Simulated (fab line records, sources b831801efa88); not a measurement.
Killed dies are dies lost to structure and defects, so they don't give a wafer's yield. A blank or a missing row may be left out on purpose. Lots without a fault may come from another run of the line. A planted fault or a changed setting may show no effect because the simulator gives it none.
Problem report in the 8D (eight disciplines) form, filled by code | flow sfq_line | the parts of the form that need people (team, actions taken, sign-off) are left out

1. THE PROBLEM
oes_product_au at SFQ_TRILAYER_JJ_CE_ETCH_RIE_118 reads a mean of 0.931 a.u. on 5 wafers of 3 lots; wafers without a fault read 0.987 a.u. with a standard deviation of 0.0069. That is -8.1 standard deviations from the usual mean.
The step: chemistry SF6, target Nb, stops on Al2O3, time 97.7 s, target depth 170 nm.
First seen on wafer L220.2, day 64 09:45, on rie_metal-04. The record holds 45 wafers of 15 lots with a number at this step. Rule for "out", or "out of limits": more than 4 standard deviations from the usual mean. The other wafers with a number count as sound.

2. WHAT IT IS AND WHAT IT IS NOT
question                    | is                                     | is not
which readings at this step | oes_product_au                         | drypump_motor_current_A
which lots                  | L220, L221, L222                       | L208, L210, L211, L213, L214, L215, L216, L217, L218, L228, L229, L230
which wafers of those lots  | L220.2, L221.1, L221.5, L222.1, L222.5 | L220.3, L220.4, L221.6, L222.4
read on which tools         | rie_metal-04                           | rie_metal-01, rie_metal-02
when                        | from day 64 09:45                      | up to then (29 sound wafers); but 11 sound wafers of L221, L222, L228, L229, L230 came after

3. SUSPECTS, AND WHAT RULES EACH OUT
Counting: a tool at a process step up to the reading stays a suspect if it ran every lot that is out. Sound lots after the first of them don't rule it out here, since some wafers of a struck lot are sound.
- rie_metal-04 at SFQ_TRILAYER_JJ_CE_ETCH_RIE_118 (chemistry SF6, target Nb, stops on Al2O3, time 97.7 s, target depth 170 nm): kept. It ran every lot that is out, first L220 (day 64 09:45); its last sound lot up to then is L217 (day 63 06:28). Its own readings are out on those wafers: oes_product_au.
Left after counting: rie_metal-04 at SFQ_TRILAYER_JJ_CE_ETCH_RIE_118.

4. THE CAUSE (what the simulator had put in)
Process parameter drift: rie_metal-04, from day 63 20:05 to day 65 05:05, at SFQ_TRILAYER_JJ_CE_ETCH_RIE_118. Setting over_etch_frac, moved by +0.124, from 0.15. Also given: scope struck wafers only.
Counting left only this tool.

5. THE CHAIN OF EFFECTS, in route order
Each row: a reading whose mean over the struck wafers that have a number lies more than 3 standard deviations from the usual. Only readings for which the record gives a usual standard deviation are gone through. hours: the time from each lot's start at the first step in this table that gives one to its start at this step, as a median over the lots. sigmas: the change in usual standard deviations.
hours | step                            | reading        | usual      | on struck wafers | change | sigmas
0     | SFQ_TRILAYER_JJ_CE_ETCH_RIE_118 | oes_product_au | 0.987 a.u. | 0.931            | -0.056 | -8.1
The process steps in it:
- SFQ_TRILAYER_JJ_CE_ETCH_RIE_118: chemistry SF6, target Nb, stops on Al2O3, time 97.7 s, target depth 170 nm.
Later measuring or inspecting steps at which every struck wafer that the step has a row for has a number for every such reading, and none has moved that far: SFQ_M5_OVL_MEAS_932.

6. WHAT WOULD HAVE CAUGHT IT SOONER
In this record the first reading out of limits was taken at day 64 09:45, 14 hours after the fault began at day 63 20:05.
